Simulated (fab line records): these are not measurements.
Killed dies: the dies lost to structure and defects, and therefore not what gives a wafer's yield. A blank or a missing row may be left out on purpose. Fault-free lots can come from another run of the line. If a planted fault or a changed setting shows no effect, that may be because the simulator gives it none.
A struck lot beside a sound one || flow sky130 || 14 out of 708 route steps
Sound: these wafers, L558.1, L558.2, L558.3. Struck: wafer L574.3 (L574.1, L574.6, from the same lot, were not struck and are left out); the cause is given at the end.
At each step with rows: each side's tool, then ch and its chambers, then its first start. Under that, the readings that differ: sound wafers || struck wafers || difference of the means || sigmas: that difference in standard deviations of wafers without a fault.
alike: words and numbers the same on both sides, and readings whose means are apart by under 2 such deviations; not compared: readings that were withheld, readings missing a value for some wafer, numbers with overlapping values and no deviation given by the record, and bounds like >300 which may hide the same value.
A row with sigmas, a row that says differs or no value, or rows on one side alone: a step with any of these is where the two part. When numbers do not overlap yet have no deviation, they are printed without sigmas and do not part them. A reading that every wafer of one side lacks parts them only if that side has two wafers or more.

first, 4 steps without rows for these wafers: SKY_LI_CONTACT_SOFTBAKE_08 (time 90 s); SKY_LI_CONTACT_EXPOSE_09 (exposes mask LICM1, target cd 170 nm); SKY_LI_CONTACT_PEB_10; SKY_LI_CONTACT_DEVELOP_11 (develop time 60 s).
SKY_LI_CONTACT_CD_MEAS_12: the cd target is 170 nm.
  sound: cd-sem-02 at day 29 10:46; struck: cd-sem-02 at day 35 07:46
  alike: cd-nm
SKY_LI_CONTACT_OVL_MEAS_13:
  sound: overlay-02 at day 29 10:53; struck: overlay-02 at day 35 07:53
  alike: LI_CONTACT_OVL
SKY_LI_CONTACT_ETCH_14: etches BARC in N2/H2, stops on SiO2, time 45.9 s, target depth 60 nm.
  sound on rie-diel-04 ch 1,2,3, day 29 10:55; struck on rie-diel-04 ch 3, day 35 07:55
{"reading": "rf-hours-counter-h (h)", "sound": "7 0 18", "struck": 22, "difference": "+14", "sigmas": ""}
  alike: drypump-motor-current-A, oes-product-au, rf-fwd-power-W, throttle-valve-pct
SKY_LI_CONTACT_ETCH_15: etches PSG in C4F8/O2/Ar, stops on Si, target depth 600 nm.
  sound on rie-diel-04 ch 1,2,3, day 29 10:57; struck on rie-diel-04 ch 3, day 35 07:58
  alike: oes-product-au, rf-fwd-power-W
SKY_LI_CONTACT_STRIP_16: strips in O2/N2.
  sound on plasma-asher-02 ch 0,1, day 29 11:02; struck on plasma-asher-02 ch 1, day 35 08:02
  alike: drypump-motor-current-A, oes-product-au, strip-time-to-endpoint-s
  not compared: rf-hours-counter-h
then, 2 steps without rows for these wafers: SKY_LI_CONTACT_CLEAN_17 (cleans in NMP, time 600 s); SKY_LI_CONTACT_PRE_CLEAN_18 (time 5.6 s).
SKY_LI_CONTACT_SPUTTER_19: material Ti, target thk 20 nm, time 106.37 s.
  sound: pvd-sputter-04 at day 29 11:20; struck: pvd-sputter-01 at day 35 08:20
{"reading": "throttle-valve-pct (%)", "sound": "28.9 30.3 30.7", "struck": 32.7, "difference": "+2.7", "sigmas": "+2"}
SKY_LI_CONTACT_SPUTTER_20: material TiN, target thk 20 nm, time 80 s.
  sound: pvd-sputter-04 at day 29 11:25; struck: pvd-sputter-01 at day 35 08:25
{"reading": "throttle-valve-pct (%)", "sound": "28.9 30.3 30.7", "struck": 32.4, "difference": "+2.4", "sigmas": "+2"}
{"reading": "model.TiN_of_LI_CONTACT_SPUTTER_20.thk-nm (nm)", "sound": "20.09 20.05 20.04", "struck": 11.86, "difference": -8.20, "sigmas": ""}
SKY_LI_CONTACT_CVD_21: deposits W, target thk 400 nm, time 120.56 s.
  sound on cvd-w-01 ch 0,1, day 29 11:28; struck on cvd-w-01 ch 0, day 35 08:28
  alike: heater-power-w, susceptor-temp-C
  not compared: since-wet-clean-h

WHERE THEY PART
Last at SKY_LI_CONTACT_SPUTTER_20 as far as this record goes, first at SKY_LI_CONTACT_SPUTTER_19. Later steps at which nothing parts them and some readings are alike: SKY_LI_CONTACT_CVD_21.

WHY: whatever the simulator had introduced
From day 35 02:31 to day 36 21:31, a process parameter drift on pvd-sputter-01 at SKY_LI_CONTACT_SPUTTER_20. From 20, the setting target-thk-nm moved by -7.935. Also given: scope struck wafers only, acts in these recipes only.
